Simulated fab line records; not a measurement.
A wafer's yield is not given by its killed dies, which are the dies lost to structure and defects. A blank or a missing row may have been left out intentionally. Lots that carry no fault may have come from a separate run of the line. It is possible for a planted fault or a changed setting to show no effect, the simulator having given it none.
Which tool is to blame? / flow sky130 / 34 wafers sampled from 12 lots at 1 step of a route of 708

## WHAT THE GAUGES READ, wafer by wafer
SKY_LDD_LDN_OVL_MEAS_07. Usual: LDD_LDN_OVL 0.0 nm, standard deviation 1.2.
lot=L584; measured=day 22 13:11; on=overlay-01; LDD_LDN_OVL (nm)=1.7 2.4 1.9; flag=
lot=L585; measured=day 23 12:21; on=overlay-02; LDD_LDN_OVL (nm)=0.1 -1.2 -1.4; flag=
lot=L586; measured=day 24 16:30; on=overlay-02; LDD_LDN_OVL (nm)=-1.7 -1.2 -0.9; flag=
lot=L588; measured=day 25 03:04; on=overlay-02; LDD_LDN_OVL (nm)=-0.7 -1.9 -0.2; flag=
lot=L587; measured=day 25 04:52; on=overlay-02; LDD_LDN_OVL (nm)=0.4 1.8; flag=
lot=L590; measured=day 25 21:24; on=overlay-02; LDD_LDN_OVL (nm)=-0.2 2.0 0.8; flag=
lot=L591; measured=day 25 22:14; on=overlay-01; LDD_LDN_OVL (nm)=0.9 1.3; flag=
lot=L593; measured=day 26 08:02; on=overlay-02; LDD_LDN_OVL (nm)=2.0 0.2 0.4; flag=
lot=L603; measured=day 29 15:17; on=overlay-02; LDD_LDN_OVL (nm)=-2.2 -0.6 -1.2; flag=
lot=L604; measured=day 29 22:43; on=overlay-01; LDD_LDN_OVL (nm)=-1.6 -1.5 -1.8; flag=
lot=L606; measured=day 30 01:07; on=overlay-01; LDD_LDN_OVL (nm)=0.7 0.9 0.0; flag=
lot=L607; measured=day 30 04:07; on=overlay-01; LDD_LDN_OVL (nm)=-0.2 1.3 1.1; flag=

## WHICH TOOL RAN EACH LOT (tool, then ch and the chambers of the sampled wafers, then the start)
There is no process step in the record ahead of these readings.

## AS READ BY THE TOOLS THEMSELVES (means over the sampled wafers that have a number; for cases with no such wafer, the mark the record gives instead)
The record holds no such reading with a usual standard deviation.

## THE ANSWER, worked out from the rows above alone
Rule: a lot is off if the mean of its wafers that have a number lies more than 3 standard deviations from the usual mean. Also off: a lot with no number at a reading for which 4 or more lots have one. All remaining lots with rows at the step are treated as sound. The gauges are gone through in route order, then the tools' own readings, and for those a lot's mean is taken as printed above. At the first step where some lot is off, the reading lying furthest off is the one used; lots without a number count as furthest.
No lot is off at any reading shown: from this, nothing can be told.

## WHAT THE SIMULATOR HAD PUT IN
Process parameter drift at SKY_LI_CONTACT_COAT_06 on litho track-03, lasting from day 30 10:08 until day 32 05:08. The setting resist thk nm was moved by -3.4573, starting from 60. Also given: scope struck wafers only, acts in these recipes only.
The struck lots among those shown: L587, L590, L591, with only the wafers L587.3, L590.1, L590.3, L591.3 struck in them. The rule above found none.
